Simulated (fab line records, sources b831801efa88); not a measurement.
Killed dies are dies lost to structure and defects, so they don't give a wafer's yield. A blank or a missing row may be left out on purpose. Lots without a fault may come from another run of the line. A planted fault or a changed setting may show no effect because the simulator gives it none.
Which tool did it? | flow sky130 | 13 lots, 39 wafers sampled, at 2 steps of a route of 708

WHAT THE GAUGES READ, wafer by wafer
SKY_VIA1_OVL_MEAS_13.
lot  | measured     | on         | VIA1_OVL (nm)
L588 | day 34 03:33 | overlay-02 | -2 9 2
L589 | day 34 12:25 | overlay-01 | 0 -3 2
L590 | day 34 21:37 | overlay-01 | 11 13 8
L592 | day 35 12:44 | overlay-02 | -3 0 13
L593 | day 35 23:23 | overlay-01 | -12 -2 2
L595 | day 36 06:44 | overlay-02 | -2 -3 3
L594 | day 36 09:52 | overlay-02 | -5 -6 -10
L597 | day 37 04:34 | overlay-01 | 3 10 4
L599 | day 38 08:38 | overlay-01 | 5 -4 -2
L601 | day 38 11:53 | overlay-02 | -5 -9 -2
L602 | day 38 18:24 | overlay-02 | -10 -1 -7
L603 | day 39 23:25 | overlay-02 | 18 10 16
L608 | day 40 14:22 | overlay-01 | 15 14 7

SKY_METAL2_CD_MEAS_15: target cd 140 nm.
lot  | measured     | on        | cd_nm (nm)
L588 | day 35 07:59 | cd_sem-01 | 140.3 138.0 140.2
L589 | day 35 16:40 | cd_sem-01 | 140.4 140.1 139.0
L590 | day 36 01:53 | cd_sem-01 | 142.5 141.1 141.6
L592 | day 36 14:56 | cd_sem-02 | 140.3 139.6 141.2
L593 | day 37 01:54 | cd_sem-02 | 137.4 138.1 139.0
L595 | day 37 09:37 | cd_sem-02 | 140.6 140.4 141.7
L594 | day 37 12:44 | cd_sem-02 | 141.7 141.3 142.4
L597 | day 38 07:58 | cd_sem-02 | 137.6 139.2 136.8
L599 | day 39 11:22 | cd_sem-01 | 140.4 140.9 140.5
L601 | day 39 14:20 | cd_sem-02 | 141.6 139.1 142.2
L602 | day 39 21:23 | cd_sem-01 | 136.0 136.6 136.0
L603 | day 41 01:35 | cd_sem-02 | 140.2 141.4 141.3
L608 | day 41 15:27 | cd_sem-02 | 141.5 139.2 139.9

WHICH TOOL RAN EACH LOT (tool, then ch and the chambers of the sampled wafers, then the start)
The record holds no process step before these readings.

WHAT THE TOOLS THEMSELVES READ (means of the sampled wafers that have a number; where no wafer has one, the mark that the record gives instead)
The record holds no such reading with a usual standard deviation.

THE ANSWER, worked out from the rows above alone
Rule: what is usual is taken from the lots themselves. Put in order of their means at a reading, lots are off if they are a third of the lots or fewer, leave a main group of 4 or more, and stand apart from it by a gap of 3 or more times the standard deviation of the main group's means; of several such gaps the widest counts. A main group whose means are all the same, to the digits that the tables above print for the reading, isn't used. A lot without any number at a reading at which 4 lots or more have one is off too. The other lots that the step has rows for count as sound. The gauges are gone through in route order, then the tools' own readings, and for those a lot's mean is taken as printed above. The first step at which some lot is off is used, and at that step the reading that is off furthest; a lot without a number counts as furthest.
No lot is off at any reading shown: from this, nothing can be told.

WHAT THE SIMULATOR HAD PUT IN
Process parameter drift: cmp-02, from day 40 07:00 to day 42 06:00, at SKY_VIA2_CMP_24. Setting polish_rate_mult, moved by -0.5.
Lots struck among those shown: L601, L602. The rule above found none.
